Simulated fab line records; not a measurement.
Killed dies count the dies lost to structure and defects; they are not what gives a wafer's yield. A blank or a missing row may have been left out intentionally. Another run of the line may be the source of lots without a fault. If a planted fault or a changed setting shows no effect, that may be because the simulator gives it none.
Chamber matching ; flow gf180mcu ; pecvd-02 running GF_V3_CVD_02: 3 sister chambers
The step deposits SiO2 from TEOS, target thk 850 nm, time 94.851 s. 6 wafers are shown with their chamber, then 8 later ones without.

## EACH WAFER AND ITS CHAMBER
wafer;chamber;heater_power_w (W)
L126.4;0;732
L126.6;2;698
L127.1;1;540
L127.2;0;654
L127.4;2;745
L128.3;1;560

## WAFERS WHOSE CHAMBER IS MISSING
wafer;heater_power_w (W)
L128.5;622
L128.6;577
L135.2;638
L135.3;717
L135.4;762
L141.1;494
L141.3;672
L141.5;747

## EACH ONE'S CHAMBER
wafer;from the rows above;in truth
L128.5;can't be placed: 0 or 1 or 2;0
L128.6;1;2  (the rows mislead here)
L135.2;can't be placed: 0 or 2 or 1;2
L135.3;can't be placed: 2 or 0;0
L135.4;can't be placed: 2 or 0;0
L141.1;1;1
L141.3;can't be placed: 0 or 2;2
L141.5;can't be placed: 2 or 0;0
Correct placement for 1 of the 8. Unplaceable from these rows: 6, with the true chamber sitting among the candidates in 6. 1 placed wrongly.
How it was worked out, from the rows above alone: a wafer's distance from a chamber is the root of the sum, over the readings, of the square of ((its reading less the chamber's mean) divided by the reading's scatter). The wafer belongs to the nearest chamber; if the next one is less than 2 further off, it can't be placed. The mean given for a chamber averages the wafers shown for that chamber. The scatter: the root of (the sum of the squares of (reading less its chamber's mean) over the shown wafers, divided by (wafers less chambers)).
